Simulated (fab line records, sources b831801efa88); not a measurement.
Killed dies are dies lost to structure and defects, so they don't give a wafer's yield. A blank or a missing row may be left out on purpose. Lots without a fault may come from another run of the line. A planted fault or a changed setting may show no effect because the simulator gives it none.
fab line records | flow sky130
record lots=6 wafers=18 last_day=50
route steps=708 shown LDD_N@249 LDD_P@255 PAD_OPEN@708
lots that met no fault: from a run of the same line without faults
start_h: hours from the record's first day to the start of the lot's first wafer shown | wait_h: hours since the lot's step before | " the same as in the row above | L1.1+2: a row that stands for several wafers | - no value, or no start given | * or withheld: withheld | < > ~ a bound
route shown NAME@n: a module of which the file shows steps, and the number in the route of the first | usual: mean/standard deviation of fault-free wafers | same: alike in all rows | chamber/n: place in a boat | sites: the reading at each site | _std_site: their standard deviation | _edge_site: outer sites' mean less inner sites' | radius_mm: how far each site lies from the wafer's centre | mask NAME#n: copy n | behind: the tool/chamber that last shaped the wafer | hold: why the lot was held/for how many hours/how that ended | device: the transistor (n, p or np) that didn't switch | end of line: the same wafers' tests at the end of the route | a step without rows: its recipe alone | killed: dies lost to structure and defects at the first sort, not the wafer's yield | map: a wafer's dies, x killed, . not, _ none there
set.NAME: the setting as run; set.NAME@STEP: as run at that earlier step | model.NAME: the simulator's own value behind a step, which no gauge read
lots at some steps of the route; a table a step, a row a wafer
services: from which hour (start_h, from the record's first day; less than 0 if before it) a tool's chamber was out of use, for how many hours, and why
## steps
# step SKY_LDD_N_IMPLANT_12
# recipe species=BF2 energy_kev=50 dose_cm2=5e+12 tilt_deg=30 rotation_deg=0
# step SKY_LDD_N_IMPLANT_13
# recipe species=BF2 energy_kev=50 dose_cm2=5e+12 tilt_deg=30 rotation_deg=90
# step SKY_LDD_N_IMPLANT_14
# recipe species=BF2 energy_kev=50 dose_cm2=5e+12 tilt_deg=30 rotation_deg=180
# step SKY_LDD_N_IMPLANT_15
# recipe species=BF2 energy_kev=50 dose_cm2=5e+12 tilt_deg=30 rotation_deg=270
# step SKY_LDD_N_STRIP_16
# recipe chemistry=O2/N2 power_w=1400 pressure_mtorr=1500 platen_temp_c=withheld o2_flow_sccm=3000 n2_flow_sccm=300 overash_fraction=0.5
# usual drypump_motor_current_A=5.6/0.41 n2_flow_sccm=300.1/0.86 oes_product_au=0.407/0.0052 strip_time_to_endpoint_s=4.317/0.013
# columns lot.wafer tool chamber start_h wait_h drypump_motor_current_A n2_flow_sccm oes_product_au rf_hours_counter_h strip_time_to_endpoint_s
L211.3 plasma_asher-04 0 411.80 0.1 6.1 300.6 0.403 - 4.306
L211.4 " 1 " " 6.0 300.5 0.410 - 4.283
L211.6 " 1 " " 6.0 300.3 0.409 - 4.321
L212.1 plasma_asher-04 1 420.97 0.1 6.0 300.6 0.406 73 4.350
L212.5 " 1 " " 6.0 302.1 0.408 - 4.330
L212.6 " 0 " " 6.1 299.9 0.413 - 4.328
L223.2 plasma_asher-03 0 521.11 0.1 5.5 299.6 0.411 68 4.322
L223.4 " 0 " " 5.5 299.1 0.411 - 4.302
L223.6 " 0 " " 5.5 299.1 0.406 - 4.327
L224.1 plasma_asher-01 1 562.52 0.1 5.3 300.9 0.406 13 4.314
L224.3 " 1 " " 5.3 299.7 0.410 - 4.306
L224.6 " 0 " " 4.8 299.2 0.400 - 4.310
L229.2 plasma_asher-04 0 588.26 0.1 6.1 299.6 0.408 91 4.318
L229.3 " 0 " " 6.1 299.4 0.405 - 4.326
L229.4 " 1 " " 6.0 298.8 0.412 - 4.314
L232.1 plasma_asher-03 1 604.11 0.1 5.8 301.2 0.411 76 4.331
L232.4 " 1 " " 5.7 299.4 0.400 - 4.325
L232.5 " 1 " " 5.7 301.2 0.410 - 4.329
# step SKY_LDD_N_TW_MEAS_17
# usual LDD_N_TW=2586/17
# columns lot.wafer tool chamber start_h wait_h LDD_N_TW
L211.3 film_metro-03 - 411.89 0.1 2573
L211.4 " - " " 2565
L211.6 " - " " 2573
L212.1 film_metro-04 - 421.07 0.1 2588
L212.5 " - " " 2597
L212.6 " - " " 2586
L223.2 film_metro-04 - 521.22 0.1 2581
L223.4 " - " " 2581
L223.6 " - " " 2586
L224.1 film_metro-01 - 562.62 0.1 2617
L224.3 " - " " 2610
L224.6 " - " " 2610
L229.2 film_metro-04 - 588.37 0.1 2575
L229.3 " - " " 2568
L229.4 " - " " 2575
L232.1 film_metro-01 - 604.21 0.1 2592
L232.4 " - " " 2601
L232.5 " - " " 2580
# step SKY_LDD_P_DEHYDRATE_00
# recipe temp_c=200 time_s=60
# step SKY_LDD_P_HMDS_01
# recipe prime_time_s=60 prime_temp_c=120
# step SKY_LDD_P_COAT_02
# recipe resist=NOVOLAK spin_rpm=3000 resist_thk_nm=1140
# step SKY_LDD_P_SOFTBAKE_03
# recipe temp_c=90 time_s=60 resist=NOVOLAK
# step SKY_LDD_P_EXPOSE_04
# recipe mask_id=PSDM na=0.6 source_shape=conventional sigma_outer=0.6 polarization=unpolarized target_cd_nm=380 dose_mj=138
# step SKY_LDD_P_PEB_05
# recipe temp_c=withheld time_s=* resist=NOVOLAK
# step SKY_LDD_P_DEVELOP_06
# recipe resist=NOVOLAK developer=TMAH develop_time_s=60 dev_temp_c=23
# columns lot.wafer tool chamber start_h wait_h
L211.3+4+6 litho_track-01 0 441.62 0.1
L212.1+5+6 litho_track-04 0 451.31 0.1
L223.2+4+6 litho_track-01 0 550.45 0.1
L224.1+3+6 litho_track-01 0 591.32 0.1
L229.2+3+4 litho_track-04 0 616.49 0.1
L232.1+4+5 litho_track-03 0 632.73 0.1
# step SKY_LDD_P_CD_MEAS_07
# recipe target_cd_nm=380
# usual cd_nm=379.8/2.2
# columns lot.wafer tool chamber start_h wait_h cd_nm
L211.3 cd_sem-02 - 441.76 0.1 381.5
L211.4 " - " " 381.6
L211.6 " - " " 381.7
L212.1 cd_sem-02 - 451.46 0.1 378.5
L212.5 " - " " 377.6
L212.6 " - " " 376.0
L223.2 cd_sem-02 - 550.62 0.1 272.2
L223.4 " - " " 275.5
L223.6 " - " " 274.6
L224.1 cd_sem-02 - 591.47 0.1 276.3
L224.3 " - " " 276.0
L224.6 " - " " 274.7
L229.2 cd_sem-01 - 616.63 0.1 379.1
L229.3 " - " " 378.3
L229.4 " - " " 379.1
L232.1 cd_sem-02 - 632.88 0.1 380.4
L232.4 " - " " 379.5
L232.5 " - " " 383.0
# step SKY_LDD_P_OVL_MEAS_08
# usual LDD_P_OVL=2.1/1.5
# columns lot.wafer tool chamber start_h wait_h LDD_P_OVL[nm]
L211.3 overlay-02 - 441.86 0.1 1.6
L211.4 " - " " 2.3
L211.6 " - " " 2.2
L212.1 overlay-02 - 451.58 0.1 0.3
L212.5 " - " " 0.6
L212.6 " - " " 2.1
L223.2 overlay-01 - 550.73 0.1 1.6
L223.4 " - " " 2.2
L223.6 " - " " 2.3
L224.1 overlay-02 - 591.59 0.1 4.2
L224.3 " - " " 5.1
L224.6 " - " " 4.1
L229.2 overlay-02 - 616.74 0.1 0.5
L229.3 " - " " 0.4
L229.4 " - " " 2.0
L232.1 overlay-01 - 633.00 0.1 2.9
L232.4 " - " " 3.1
L232.5 " - " " 4.0
# step SKY_PAD_OPEN_PROBE_99
# usual killed_at_M0_to_M3=44/7 killed_at_M4_up=3.0/1.9 killed_at_contacts=24/5.4 killed_at_front_end=15/4.6 killed_at_other=0.3/0.5 killed_dies=87/10 killed_open=47/7 killed_short=40/6.2
# same gross_dies=492 killed_at_back_side=0
# columns lot.wafer tool chamber start_h wait_h killed_at_M0_to_M3 killed_at_M4_up killed_at_contacts killed_at_front_end killed_at_other killed_dies killed_open killed_short
L211.3 prober-02 - 1079.00 0.2 43 3 25 7 0 78 43 35
L211.4 prober-02 - 1079.05 0.2 43 6 22 15 0 86 43 43
L211.6 prober-02 - 1079.15 0.2 46 1 25 6 0 78 47 31
L224.1 prober-01 - 1178.80 0.1 55 4 24 21 0 104 55 49
L224.3 prober-01 - 1178.90 0.2 34 8 33 11 0 86 43 43
L224.6 prober-01 - 1179.05 0.2 57 5 23 12 1 98 56 42
# killed by level:class
L211.3 CONTACT:geometric_particle:open=11 VIA1:geometric_particle:open=9 LI_CONTACT:geometric_particle:open=8 VIA2:geometric_particle:open=7 METAL2:geometric_particle:short=6 VIA1:geometric_particle:short=5 CONTACT:geometric_particle:short=4 METAL1:geometric_particle:short=4
L211.4 CONTACT:geometric_particle:open=8 VIA1:geometric_particle:open=8 CONTACT:geometric_particle:short=6 METAL1:geometric_particle:short=6 METAL4:geometric_particle:short=6 FIELD_ISO:geometric_particle:open=5 FIELD_ISO:geometric_particle:short=5 LI_CONTACT:geometric_particle:open=5
L211.6 VIA2:geometric_particle:open=10 LI_CONTACT:geometric_particle:open=9 CONTACT:geometric_particle:open=9 VIA1:geometric_particle:open=8 METAL2:geometric_particle:short=8 VIA1:geometric_particle:short=4 VIA2:geometric_particle:short=4 LOCAL_INTERCONNECT:geometric_particle:short=3
L224.1 VIA1:geometric_particle:open=13 LI_CONTACT:geometric_particle:open=8 CONTACT:geometric_particle:open=8 VIA3:geometric_particle:open=8 VIA1:geometric_particle:short=7 METAL2:geometric_particle:short=7 FIELD_ISO:geometric_particle:short=6 METAL1:geometric_particle:short=6
L224.3 CONTACT:geometric_particle:open=14 VIA1:geometric_particle:open=12 VIA1:geometric_particle:short=10 LI_CONTACT:geometric_particle:open=7 LOCAL_INTERCONNECT:geometric_particle:short=7 METAL4:geometric_particle:short=5 FIELD_ISO:geometric_particle:short=4 LI_CONTACT:geometric_particle:short=4
L224.6 VIA1:geometric_particle:open=13 CONTACT:geometric_particle:open=10 VIA3:geometric_particle:open=9 LI_CONTACT:geometric_particle:open=8 VIA1:geometric_particle:short=8 VIA2:geometric_particle:open=6 METAL1:geometric_particle:short=5 VIA3:geometric_particle:short=5
## services
# columns tool chamber start_h hours kind
plasma_asher-01 - 421.32 9.0 pm
plasma_asher-01 0 421.32 9.0 vent_cycle
plasma_asher-01 1 421.32 9.0 vent_cycle
plasma_asher-01 0 430.32 - clean
plasma_asher-01 1 430.32 - clean
plasma_asher-03 - 456.77 14.6 pm
plasma_asher-01 - 496.56 2.8 pm
plasma_asher-01 - 505.16 2.3 repair
plasma_asher-01 - 557.33 1.6 repair
## key
first_sign step=SKY_LDD_P_CD_MEAS_07 reading=cd_nm direction=down sigmas=47 usual=379.8 struck=274.9
effect none on later readings
met_at SKY_LDD_P_DEVELOP_06
struck_wafers L223.2,L223.4,L223.6,L224.1,L224.3,L224.6
tester_left_out L223,L224
onset_between 441.62 550.45
fault kind=process_parameter_drift tool=litho_track-01 chamber=- onset_h=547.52 steps=SKY_LDD_P_DEVELOP_06 channel=develop_time_s offset=* shape=step end_h=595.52 acts_in=* stated=*
# tester_left_out: of these lots the tester's yield and bins aren't shown, on N5 and GAA mostly nor the transistor test; their killed dies are dies lost to structure and defects alone, not to doping, threshold or leakage, so they don't give the yield
